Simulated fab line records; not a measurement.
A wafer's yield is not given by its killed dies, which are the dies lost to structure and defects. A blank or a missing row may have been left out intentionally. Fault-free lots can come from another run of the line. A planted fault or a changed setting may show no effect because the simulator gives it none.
fab line records + flow gf180mcu
record
- lots=13
- wafers=39
- last_day=34
route steps=602 shown SAB@274 CONTACT@309 V1@350
lots that met no fault: taken from a fault-free run of the same line
start_h: the number of hours between the record's first day and the start of the first shown wafer of the lot + wait_h: how many hours have passed since the lot's step before this one + " unchanged from the row above + L1.1+2: a single row standing in for several wafers + - value missing, or start not given + * or withheld: withheld + < > ~ a bound
route shown NAME@n: NAME is a module with steps in the file, n the number in the route of the first one + usual: the fault-free wafers' mean and standard deviation + same: alike in all rows + chamber/n: place in a boat + sites: the reading at each site + _std_site: the standard deviation of these + _edge_site: outer sites' mean less inner sites' + radius_mm: for every site, how far away it sits from the centre of the wafer + mask NAME#n: copy n + behind: the last tool/chamber to shape the wafer + hold: why the lot was held/for how many hours/how that ended + device: which transistor (n, p or np) failed to switch + end of line: at the end of the route, the tests of the same wafers + a step without rows: its recipe alone + killed: not the wafer's yield, but the dies lost to structure and defects at the first sort + map: a wafer's dies, marking killed ones x, the rest . and places with no die _
set.NAME: setting as actually run; set.NAME@STEP: the setting as run at that earlier step + model.NAME: the simulator's own value behind a step, which no gauge read
a sample of lots followed through the steps of the route, with each step as a table and each wafer as a row
services: the hour from which a tool's chamber was out of use, counted from the record's first day as start_h (under 0 if before that day), plus the number of hours and why
## steps
# step GF_SAB_OVL_MEAS_10
# usual
- SAB_OVL=0.0/2.1
| lot.wafer | tool       | chamber | start_h | wait_h | SAB_OVL[nm] |
|-----------|------------|---------|---------|--------|-------------|
| L523.2    | overlay-02 | -       | 351.71  | 0.1    | -1.6        |
| L523.3    | "          | -       | "       | "      | -1.4        |
| L523.6    | "          | -       | "       | "      | -1.7        |
| L525.4    | overlay-02 | -       | 377.13  | 0.1    | 0.5         |
| L525.5    | "          | -       | "       | "      | -0.4        |
| L525.6    | "          | -       | "       | "      | -1.1        |
| L528.1    | overlay-02 | -       | 394.81  | 0.1    | 1.0         |
| L528.4    | "          | -       | "       | "      | -1.0        |
| L528.5    | "          | -       | "       | "      | 1.0         |
| L527.4    | overlay-02 | -       | 398.52  | 0.1    | 1.1         |
| L527.5    | "          | -       | "       | "      | 0.7         |
| L527.6    | "          | -       | "       | "      | 3.2         |
| L529.4    | overlay-01 | -       | 401.77  | 0.1    | 2.1         |
| L529.5    | "          | -       | "       | "      | 2.7         |
| L529.6    | "          | -       | "       | "      | 1.6         |
| L530.2    | overlay-01 | -       | 412.31  | 0.1    | 2.2         |
| L530.3    | "          | -       | "       | "      | 0.5         |
| L530.4    | "          | -       | "       | "      | 3.5         |
| L531.2    | overlay-01 | -       | 421.66  | 0.1    | 0.6         |
| L531.3    | "          | -       | "       | "      | -0.1        |
| L531.5    | "          | -       | "       | "      | 1.0         |
| L532.1    | overlay-01 | -       | 429.76  | 0.1    | -3.2        |
| L532.4    | "          | -       | "       | "      | -4.4        |
| L532.5    | "          | -       | "       | "      | -3.5        |
| L539.2    | overlay-02 | -       | 489.31  | 0.1    | 1.1         |
| L539.4    | "          | -       | "       | "      | 0.9         |
| L539.6    | "          | -       | "       | "      | 1.3         |
| L541.1    | overlay-01 | -       | 504.65  | 0.1    | 0.2         |
| L541.4    | "          | -       | "       | "      | 2.0         |
| L541.6    | "          | -       | "       | "      | -1.6        |
| L542.2    | overlay-01 | -       | 510.30  | 0.1    | -5.4        |
| L542.3    | "          | -       | "       | "      | -3.6        |
| L542.5    | "          | -       | "       | "      | -1.1        |
| L545.1    | overlay-01 | -       | 536.31  | 0.1    | -2.4        |
| L545.5    | "          | -       | "       | "      | -2.6        |
| L545.6    | "          | -       | "       | "      | -3.3        |
| L546.2    | overlay-01 | -       | 540.41  | 0.1    | 0.0         |
| L546.3    | "          | -       | "       | "      | -0.2        |
| L546.6    | "          | -       | "       | "      | -1.9        |
# step GF_CONTACT_SPUTTER_22
# recipe
- material=Ti
- target_thk_nm=15
- chamber_pressure_pa=5
- power_w=2500
- substrate_temp_c=200
- time_s=80.02
# usual
- throttle_valve_pct=30.4/0.96
# same
- time_s=80.02
| lot.wafer | tool           | chamber | start_h | wait_h | throttle_valve_pct |
|-----------|----------------|---------|---------|--------|--------------------|
| L523.2    | pvd_sputter-02 | -       | 376.75  | 0.0    | 30.6               |
| L523.3    | "              | -       | "       | "      | 28.2               |
| L523.6    | "              | -       | "       | "      | 30.2               |
| L525.4    | pvd_sputter-02 | -       | 402.60  | 0.0    | 28.3               |
| L525.5    | "              | -       | "       | "      | 30.9               |
| L525.6    | "              | -       | "       | "      | 30.2               |
| L528.1    | pvd_sputter-04 | -       | 420.06  | 0.0    | 29.0               |
| L528.4    | "              | -       | "       | "      | 32.1               |
| L528.5    | "              | -       | "       | "      | 28.8               |
| L527.4    | pvd_sputter-01 | -       | 424.13  | 0.0    | 30.6               |
| L527.5    | "              | -       | "       | "      | 29.7               |
| L527.6    | "              | -       | "       | "      | 30.6               |
| L529.4    | pvd_sputter-02 | -       | 428.25  | 0.0    | 28.3               |
| L529.5    | "              | -       | "       | "      | 30.4               |
| L529.6    | "              | -       | "       | "      | 30.2               |
| L530.2    | pvd_sputter-04 | -       | 439.20  | 0.0    | 32.0               |
| L530.3    | "              | -       | "       | "      | 30.0               |
| L530.4    | "              | -       | "       | "      | 30.9               |
| L531.2    | pvd_sputter-01 | -       | 448.22  | 0.0    | 29.5               |
| L531.3    | "              | -       | "       | "      | 31.2               |
| L531.5    | "              | -       | "       | "      | 30.8               |
| L532.1    | pvd_sputter-04 | -       | 456.05  | 0.0    | 31.8               |
| L532.4    | "              | -       | "       | "      | 29.0               |
| L532.5    | "              | -       | "       | "      | 30.4               |
| L539.2    | pvd_sputter-01 | -       | 515.62  | 0.0    | 31.0               |
| L539.4    | "              | -       | "       | "      | 31.0               |
| L539.6    | "              | -       | "       | "      | 31.3               |
| L541.1    | pvd_sputter-04 | -       | 530.05  | 0.0    | 30.2               |
| L541.4    | "              | -       | "       | "      | 30.8               |
| L541.6    | "              | -       | "       | "      | 32.2               |
| L542.2    | pvd_sputter-01 | -       | 535.70  | 0.0    | 29.7               |
| L542.3    | "              | -       | "       | "      | 30.9               |
| L542.5    | "              | -       | "       | "      | 29.6               |
| L545.1    | pvd_sputter-01 | -       | 561.20  | 0.0    | 29.9               |
| L545.5    | "              | -       | "       | "      | 30.8               |
| L545.6    | "              | -       | "       | "      | 30.8               |
| L546.2    | pvd_sputter-04 | -       | 565.66  | 0.0    | 30.0               |
| L546.3    | "              | -       | "       | "      | 30.7               |
| L546.6    | "              | -       | "       | "      | 30.6               |
# step GF_CONTACT_CVD_24
# recipe
- material=W
- target_thk_nm=300
- time_s=90.339
- temp_c=400
- pressure_torr=40
# usual
- heater_power_w=876/49
| lot.wafer | tool     | chamber | start_h | wait_h | heater_power_w |
|-----------|----------|---------|---------|--------|----------------|
| L523.2    | cvd_w-01 | 1       | 376.85  | 0.0    | 808            |
| L523.3    | "        | 1       | "       | "      | 789            |
| L523.6    | "        | 1       | "       | "      | 820            |
| L525.4    | cvd_w-02 | 1       | 402.73  | 0.1    | 884            |
| L525.5    | "        | 1       | "       | "      | 869            |
| L525.6    | "        | 0       | "       | "      | 913            |
| L528.1    | cvd_w-01 | 0       | 420.16  | 0.0    | 851            |
| L528.4    | "        | 0       | "       | "      | 846            |
| L528.5    | "        | 1       | "       | "      | 794            |
| L527.4    | cvd_w-01 | 0       | 424.26  | 0.1    | 853            |
| L527.5    | "        | 0       | "       | "      | 856            |
| L527.6    | "        | 1       | "       | "      | 816            |
| L529.4    | cvd_w-02 | 0       | 428.39  | 0.1    | 915            |
| L529.5    | "        | 0       | "       | "      | 926            |
| L529.6    | "        | 1       | "       | "      | 893            |
| L530.2    | cvd_w-02 | 1       | 439.33  | 0.1    | 885            |
| L530.3    | "        | 1       | "       | "      | 887            |
| L530.4    | "        | 1       | "       | "      | 899            |
| L531.2    | cvd_w-01 | 0       | 448.32  | 0.0    | 882            |
| L531.3    | "        | 1       | "       | "      | 794            |
| L531.5    | "        | 1       | "       | "      | 802            |
| L532.1    | cvd_w-02 | 0       | 456.15  | 0.0    | 904            |
| L532.4    | "        | 1       | "       | "      | 904            |
| L532.5    | "        | 0       | "       | "      | 917            |
| L539.2    | cvd_w-01 | 1       | 515.72  | 0.0    | 815            |
| L539.4    | "        | 0       | "       | "      | 881            |
| L539.6    | "        | 0       | "       | "      | 861            |
| L541.1    | cvd_w-01 | 0       | 530.15  | 0.0    | 884            |
| L541.4    | "        | 1       | "       | "      | 801            |
| L541.6    | "        | 0       | "       | "      | 840            |
| L542.2    | cvd_w-02 | 1       | 535.80  | 0.0    | 877            |
| L542.3    | "        | 0       | "       | "      | 913            |
| L542.5    | "        | 1       | "       | "      | 889            |
| L545.1    | cvd_w-02 | 1       | 561.30  | 0.0    | 887            |
| L545.5    | "        | 1       | "       | "      | 912            |
| L545.6    | "        | 0       | "       | "      | 910            |
| L546.2    | cvd_w-02 | 0       | 565.76  | 0.0    | 922            |
| L546.3    | "        | 0       | "       | "      | 929            |
| L546.6    | "        | 0       | "       | "      | 923            |
# step GF_CONTACT_RS_MEAS_25
# recipe
- thk_meas_gauge=four-point-probe
- reads=W_of_CONTACT_CVD_24+TiN_of_CONTACT_SPUTTER_23+Ti_of_CONTACT_SPUTTER_22
# usual
- CONTACT_W_RS=0.384/0.0037
| lot.wafer | tool          | chamber | start_h | wait_h | CONTACT_W_RS[ohm/sq] |
|-----------|---------------|---------|---------|--------|----------------------|
| L523.2    | film_metro-03 | -       | 376.98  | 0.1    | 0.379                |
| L523.3    | "             | -       | "       | "      | 0.378                |
| L523.6    | "             | -       | "       | "      | 0.375                |
| L525.4    | film_metro-03 | -       | 402.86  | 0.1    | 0.378                |
| L525.5    | "             | -       | "       | "      | 0.382                |
| L525.6    | "             | -       | "       | "      | 0.384                |
| L528.1    | film_metro-02 | -       | 420.26  | 0.1    | 0.387                |
| L528.4    | "             | -       | "       | "      | 0.386                |
| L528.5    | "             | -       | "       | "      | 0.384                |
| L527.4    | film_metro-02 | -       | 424.39  | 0.1    | 0.387                |
| L527.5    | "             | -       | "       | "      | 0.387                |
| L527.6    | "             | -       | "       | "      | 0.387                |
| L529.4    | film_metro-02 | -       | 428.51  | 0.1    | 0.381                |
| L529.5    | "             | -       | "       | "      | 0.380                |
| L529.6    | "             | -       | "       | "      | 0.382                |
| L530.2    | film_metro-01 | -       | 439.52  | 0.2    | 0.381                |
| L530.3    | "             | -       | "       | "      | 0.378                |
| L530.4    | "             | -       | "       | "      | 0.378                |
| L531.2    | film_metro-02 | -       | 448.44  | 0.1    | 0.382                |
| L531.3    | "             | -       | "       | "      | 0.384                |
| L531.5    | "             | -       | "       | "      | 0.382                |
| L532.1    | film_metro-03 | -       | 456.25  | 0.1    | 0.381                |
| L532.4    | "             | -       | "       | "      | 0.382                |
| L532.5    | "             | -       | "       | "      | 0.382                |
| L539.2    | film_metro-02 | -       | 515.84  | 0.1    | 0.386                |
| L539.4    | "             | -       | "       | "      | 0.413                |
| L539.6    | "             | -       | "       | "      | 0.415                |
| L541.1    | film_metro-02 | -       | 530.25  | 0.1    | 0.387                |
| L541.4    | "             | -       | "       | "      | 0.414                |
| L541.6    | "             | -       | "       | "      | 0.410                |
| L542.2    | film_metro-01 | -       | 535.92  | 0.1    | 0.385                |
| L542.3    | "             | -       | "       | "      | 0.389                |
| L542.5    | "             | -       | "       | "      | 0.388                |
| L545.1    | film_metro-01 | -       | 561.40  | 0.1    | 0.382                |
| L545.5    | "             | -       | "       | "      | 0.388                |
| L545.6    | "             | -       | "       | "      | 0.382                |
| L546.2    | film_metro-02 | -       | 565.88  | 0.1    | 0.383                |
| L546.3    | "             | -       | "       | "      | 0.380                |
| L546.6    | "             | -       | "       | "      | 0.380                |
# step GF_CONTACT_THK_MEAS_26
# recipe
- thk_meas_gauge=xrf
- reads=W_of_CONTACT_CVD_24
# usual
- CONTACT_W_THK=303/4.5
| lot.wafer | tool          | chamber | start_h | wait_h | CONTACT_W_THK[nm] |
|-----------|---------------|---------|---------|--------|-------------------|
| L523.2    | film_metro-03 | -       | 377.09  | 0.1    | 307               |
| L523.3    | "             | -       | "       | "      | 308               |
| L523.6    | "             | -       | "       | "      | 312               |
| L525.4    | film_metro-03 | -       | 402.95  | 0.1    | 311               |
| L525.5    | "             | -       | "       | "      | 307               |
| L525.6    | "             | -       | "       | "      | 305               |
| L528.1    | film_metro-02 | -       | 420.38  | 0.1    | 298               |
| L528.4    | "             | -       | "       | "      | 301               |
| L528.5    | "             | -       | "       | "      | 300               |
| L527.4    | film_metro-02 | -       | 424.48  | 0.1    | 297               |
| L527.5    | "             | -       | "       | "      | 298               |
| L527.6    | "             | -       | "       | "      | 299               |
| L529.4    | film_metro-02 | -       | 428.60  | 0.1    | 304               |
| L529.5    | "             | -       | "       | "      | 303               |
| L529.6    | "             | -       | "       | "      | 304               |
| L530.2    | film_metro-01 | -       | 439.63  | 0.1    | 310               |
| L530.3    | "             | -       | "       | "      | 313               |
| L530.4    | "             | -       | "       | "      | 313               |
| L531.2    | film_metro-02 | -       | 448.55  | 0.1    | 306               |
| L531.3    | "             | -       | "       | "      | 303               |
| L531.5    | "             | -       | "       | "      | 307               |
| L532.1    | film_metro-03 | -       | 456.37  | 0.1    | 308               |
| L532.4    | "             | -       | "       | "      | 308               |
| L532.5    | "             | -       | "       | "      | 308               |
| L539.2    | film_metro-02 | -       | 515.95  | 0.1    | 296               |
| L539.4    | "             | -       | "       | "      | 277               |
| L539.6    | "             | -       | "       | "      | 275               |
| L541.1    | film_metro-02 | -       | 530.37  | 0.1    | 297               |
| L541.4    | "             | -       | "       | "      | 278               |
| L541.6    | "             | -       | "       | "      | 282               |
| L542.2    | film_metro-01 | -       | 536.03  | 0.1    | 304               |
| L542.3    | "             | -       | "       | "      | 303               |
| L542.5    | "             | -       | "       | "      | 303               |
| L545.1    | film_metro-01 | -       | 561.52  | 0.1    | 307               |
| L545.5    | "             | -       | "       | "      | 302               |
| L545.6    | "             | -       | "       | "      | 306               |
| L546.2    | film_metro-02 | -       | 565.99  | 0.1    | 299               |
| L546.3    | "             | -       | "       | "      | 300               |
| L546.6    | "             | -       | "       | "      | 302               |
# step GF_V1_OVL_MEAS_15
# usual
- V1_OVL=-2/6.1
| lot.wafer | tool       | chamber | start_h | wait_h | V1_OVL[nm] |
|-----------|------------|---------|---------|--------|------------|
| L523.2    | overlay-01 | -       | 425.81  | 0.1    | -5         |
| L523.3    | "          | -       | "       | "      | -1         |
| L523.6    | "          | -       | "       | "      | -3         |
| L525.4    | overlay-02 | -       | 453.63  | 0.1    | -9         |
| L525.5    | "          | -       | "       | "      | -6         |
| L525.6    | "          | -       | "       | "      | -6         |
| L528.1    | overlay-01 | -       | 472.41  | 0.1    | -4         |
| L528.4    | "          | -       | "       | "      | -4         |
| L528.5    | "          | -       | "       | "      | 2          |
| L527.4    | overlay-01 | -       | 475.08  | 0.1    | -15        |
| L527.5    | "          | -       | "       | "      | -7         |
| L527.6    | "          | -       | "       | "      | -17        |
| L529.4    | overlay-01 | -       | 479.02  | 0.1    | -13        |
| L529.5    | "          | -       | "       | "      | -10        |
| L529.6    | "          | -       | "       | "      | -8         |
| L530.2    | overlay-01 | -       | 490.36  | 0.1    | -4         |
| L530.3    | "          | -       | "       | "      | 0          |
| L530.4    | "          | -       | "       | "      | 2          |
| L531.2    | overlay-01 | -       | 498.86  | 0.1    | -7         |
| L531.3    | "          | -       | "       | "      | -15        |
| L531.5    | "          | -       | "       | "      | -10        |
| L532.1    | overlay-01 | -       | 506.36  | 0.1    | -1         |
| L532.4    | "          | -       | "       | "      | -1         |
| L532.5    | "          | -       | "       | "      | -5         |
| L539.2    | overlay-01 | -       | 564.61  | 0.1    | 4          |
| L539.4    | "          | -       | "       | "      | 3          |
| L539.6    | "          | -       | "       | "      | 2          |
| L541.1    | overlay-01 | -       | 578.47  | 0.1    | 0          |
| L541.4    | "          | -       | "       | "      | 1          |
| L541.6    | "          | -       | "       | "      | 9          |
| L542.2    | overlay-01 | -       | 582.86  | 0.1    | -1         |
| L542.3    | "          | -       | "       | "      | -3         |
| L542.5    | "          | -       | "       | "      | -2         |
| L545.1    | overlay-01 | -       | 607.16  | 0.1    | -4         |
| L545.5    | "          | -       | "       | "      | -5         |
| L545.6    | "          | -       | "       | "      | 3          |
| L546.2    | overlay-02 | -       | 611.01  | 0.1    | -1         |
| L546.3    | "          | -       | "       | "      | 3          |
| L546.6    | "          | -       | "       | "      | -1         |
## services
| tool           | chamber | start_h | hours | kind                   |
|----------------|---------|---------|-------|------------------------|
| cvd_w-01       | -       | 390.00  | 14.0  | pm                     |
| cvd_w-01       | 0       | 390.00  | 14.0  | vent_cycle             |
| cvd_w-01       | 1       | 390.00  | 14.0  | vent_cycle             |
| cvd_w-01       | 0       | 404.00  | -     | clean                  |
| cvd_w-01       | 1       | 404.00  | -     | clean                  |
| pvd_sputter-04 | 1       | 407.21  | -     | consumable_replace:kit |
| pvd_sputter-04 | 1       | 407.21  | 18.0  | scheduled_down         |
| pvd_sputter-04 | 1       | 407.21  | 18.0  | vent_cycle             |
| cvd_w-01       | -       | 412.24  | 2.8   | pm                     |
| pvd_sputter-02 | -       | 416.07  | 5.7   | repair                 |
| cvd_w-02       | 0       | 432.20  | 7.5   | repair                 |
| pvd_sputter-02 | 0       | 455.94  | -     | consumable_replace:kit |
| pvd_sputter-02 | 0       | 455.94  | 18.0  | scheduled_down         |
| pvd_sputter-02 | 0       | 455.94  | 18.0  | vent_cycle             |
| pvd_sputter-02 | -       | 519.29  | 2.9   | repair                 |
## key
first_sign
- step=GF_CONTACT_RS_MEAS_25
- reading=CONTACT_W_RS
- direction=up
- sigmas=7.9
- usual=0.384
- struck=0.413
effect
- step=GF_CONTACT_THK_MEAS_26
- reading=CONTACT_W_THK
- direction=down
- sigmas=5.7
- usual=303
- struck=278
met_at GF_CONTACT_CVD_24
struck_lots L539,L541
struck_wafers L539.4,L539.6,L541.4,L541.6
tester_left_out L539,L541
not_acting_at GF_SAB_OVL_MEAS_10,GF_CONTACT_SPUTTER_22,GF_V1_OVL_MEAS_15
onset_between 448.32 515.72
fault
- kind=process_parameter_drift
- tool=cvd_w-01
- chamber=-
- onset_h=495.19
- steps=GF_CONTACT_CVD_24
- channel=target_thk_nm
- offset=-18.285
- shape=step
- end_h=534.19
- scope=struck_wafers_only
- acts_in=these_recipes_only
- stated=300
# tester_left_out: of these lots the tester's yield and bins aren't shown, on N5 and GAA mostly nor the transistor test; their killed dies are dies lost to structure and defects alone, not to doping, threshold or leakage, so they don't give the yield
